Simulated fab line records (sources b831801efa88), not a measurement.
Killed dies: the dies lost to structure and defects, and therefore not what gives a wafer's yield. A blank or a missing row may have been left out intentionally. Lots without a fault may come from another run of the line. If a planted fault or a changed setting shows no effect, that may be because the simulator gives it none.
Which of the tools did it? || flow gf180mcu || Sampling: 11 lots, 33 wafers, 4 of 602 route steps

## WHAT THE GAUGES SHOWED, per wafer
GF_TOP_METAL_OVL_MEAS_15.
{"lot": "L918", "measured": "day 28 08:02", "on": "overlay-02", "TOP_METAL_OVL (nm)": "-1.0 -4.2 -2.5"}
{"lot": "L919", "measured": "day 28 18:13", "on": "overlay-02", "TOP_METAL_OVL (nm)": "0.5 0.4 1.4"}
{"lot": "L922", "measured": "day 29 18:19", "on": "overlay-02", "TOP_METAL_OVL (nm)": "0.2 -1.9 -2.0"}
{"lot": "L924", "measured": "day 30 03:23", "on": "overlay-01", "TOP_METAL_OVL (nm)": "-2.3 -2.3 -0.2"}
{"lot": "L925", "measured": "day 30 14:59", "on": "overlay-02", "TOP_METAL_OVL (nm)": "-1.6 -2.1 -3.0"}
{"lot": "L926", "measured": "day 30 17:58", "on": "overlay-02", "TOP_METAL_OVL (nm)": "0.1 -1.2 -1.5"}
{"lot": "L927", "measured": "day 31 03:17", "on": "overlay-02", "TOP_METAL_OVL (nm)": "-0.1 1.8 2.1"}
{"lot": "L928", "measured": "day 31 05:38", "on": "overlay-01", "TOP_METAL_OVL (nm)": "-1.9 -2.3 -1.6"}
{"lot": "L930", "measured": "day 31 22:56", "on": "overlay-02", "TOP_METAL_OVL (nm)": "-0.3 -0.4 -0.9"}
{"lot": "L939", "measured": "day 34 02:59", "on": "overlay-02", "TOP_METAL_OVL (nm)": "7.6 8.7 7.3 8.5 9.2 8.2"}
{"lot": "L938", "measured": "day 34 04:22", "on": "overlay-02", "TOP_METAL_OVL (nm)": "7.2 4.8 4.2 8.1 5.1 4.1"}

## EACH LOT AND THE TOOL THAT RAN IT (in order: tool; ch and the chambers of the sampled wafers; start)
{"lot": "L918", "GF_V4_STRIP_18": "plasma-asher-03 ch 0,1, day 24 15:47", "GF_V5_STRIP_18": "plasma-asher-04 ch 0,1, day 27 11:14", "GF_TOP_METAL_EXPOSE_11": "iline-stepper-01 ch 0, day 27 22:50"}
{"lot": "L919", "GF_V4_STRIP_18": "plasma-asher-03 ch 0,1, day 25 03:50", "GF_V5_STRIP_18": "plasma-asher-04 ch 0,1, day 27 21:44", "GF_TOP_METAL_EXPOSE_11": "iline-stepper-02 ch 0, day 28 08:43"}
{"lot": "L922", "GF_V4_STRIP_18": "plasma-asher-03 ch 1, day 26 06:29", "GF_V5_STRIP_18": "plasma-asher-01 ch 0,1, day 28 21:48", "GF_TOP_METAL_EXPOSE_11": "iline-stepper-01 ch 0, day 29 09:15"}
{"lot": "L924", "GF_V4_STRIP_18": "plasma-asher-02 ch 0,1, day 26 17:56", "GF_V5_STRIP_18": "plasma-asher-02 ch 0,1, day 29 07:59", "GF_TOP_METAL_EXPOSE_11": "iline-stepper-02 ch 0, day 29 18:43"}
{"lot": "L925", "GF_V4_STRIP_18": "plasma-asher-02 ch 0,1, day 27 06:12", "GF_V5_STRIP_18": "plasma-asher-01 ch 0,1, day 29 18:51", "GF_TOP_METAL_EXPOSE_11": "iline-stepper-01 ch 0, day 30 06:01"}
{"lot": "L926", "GF_V4_STRIP_18": "plasma-asher-02 ch 0,1, day 27 07:11", "GF_V5_STRIP_18": "plasma-asher-01 ch 0,1, day 29 21:58", "GF_TOP_METAL_EXPOSE_11": "iline-stepper-01 ch 0, day 30 08:53"}
{"lot": "L927", "GF_V4_STRIP_18": "plasma-asher-02 ch 0,1, day 27 18:35", "GF_V5_STRIP_18": "plasma-asher-02 ch 0,1, day 30 07:38", "GF_TOP_METAL_EXPOSE_11": "iline-stepper-01 ch 0, day 30 18:40"}
{"lot": "L928", "GF_V4_STRIP_18": "plasma-asher-03 ch 0,1, day 27 21:31", "GF_V5_STRIP_18": "plasma-asher-02 ch 0,1, day 30 09:46", "GF_TOP_METAL_EXPOSE_11": "iline-stepper-01 ch 0, day 30 20:26"}
{"lot": "L930", "GF_V4_STRIP_18": "plasma-asher-02 ch 0,1, day 28 17:44", "GF_V5_STRIP_18": "plasma-asher-04 ch 0,1, day 31 03:56", "GF_TOP_METAL_EXPOSE_11": "iline-stepper-01 ch 0, day 31 14:20"}
{"lot": "L939", "GF_V4_STRIP_18": "plasma-asher-02 ch 1, day 31 05:00", "GF_V5_STRIP_18": "plasma-asher-02 ch 0,1, day 33 09:50", "GF_TOP_METAL_EXPOSE_11": "iline-stepper-01 ch 0, day 33 19:30"}
{"lot": "L938", "GF_V4_STRIP_18": "plasma-asher-03 ch 0,1, day 31 06:33", "GF_V5_STRIP_18": "plasma-asher-01 ch 0,1, day 33 12:01", "GF_TOP_METAL_EXPOSE_11": "iline-stepper-01 ch 0, day 33 21:19"}
- GF_V4_STRIP_18: strips in O2/N2.
- GF_V5_STRIP_18: strips in O2/N2.
- GF_TOP_METAL_EXPOSE_11: exposes mask MetalTop, target cd 440 nm.

## THE ANSWER, worked out from the rows above alone
Rule: the lots themselves supply what counts as usual. Put in order of their means at a reading, lots are off if they are a third of the lots or fewer, leave a main group of 4 or more, and stand apart from it by a gap of 3 or more times the standard deviation of the main group's means; of several such gaps the widest counts. The tables above print the reading to a certain number of digits; a main group whose means all agree to those digits is not used. A lot without any number at a reading at which 4 lots or more have one is off too. Any other lot the step has rows for is counted as sound.
Off: L939, L938, seen at GF_TOP_METAL_OVL_MEAS_15 (TOP_METAL_OVL). Mean -1.0 nm and standard deviation 1.2 in the main group.
If a tool, at a process step before that reading, ran all the lots that are off and no sound lot after the first of them, it fits. Gauges at GF_TOP_METAL_OVL_MEAS_15: tried the same way as those tools. Undecided on this evidence; 2 tools fit (iline-stepper-01 at GF_TOP_METAL_EXPOSE_11, overlay-02 at GF_TOP_METAL_OVL_MEAS_15).

## WHAT WAS PUT IN BY THE SIMULATOR
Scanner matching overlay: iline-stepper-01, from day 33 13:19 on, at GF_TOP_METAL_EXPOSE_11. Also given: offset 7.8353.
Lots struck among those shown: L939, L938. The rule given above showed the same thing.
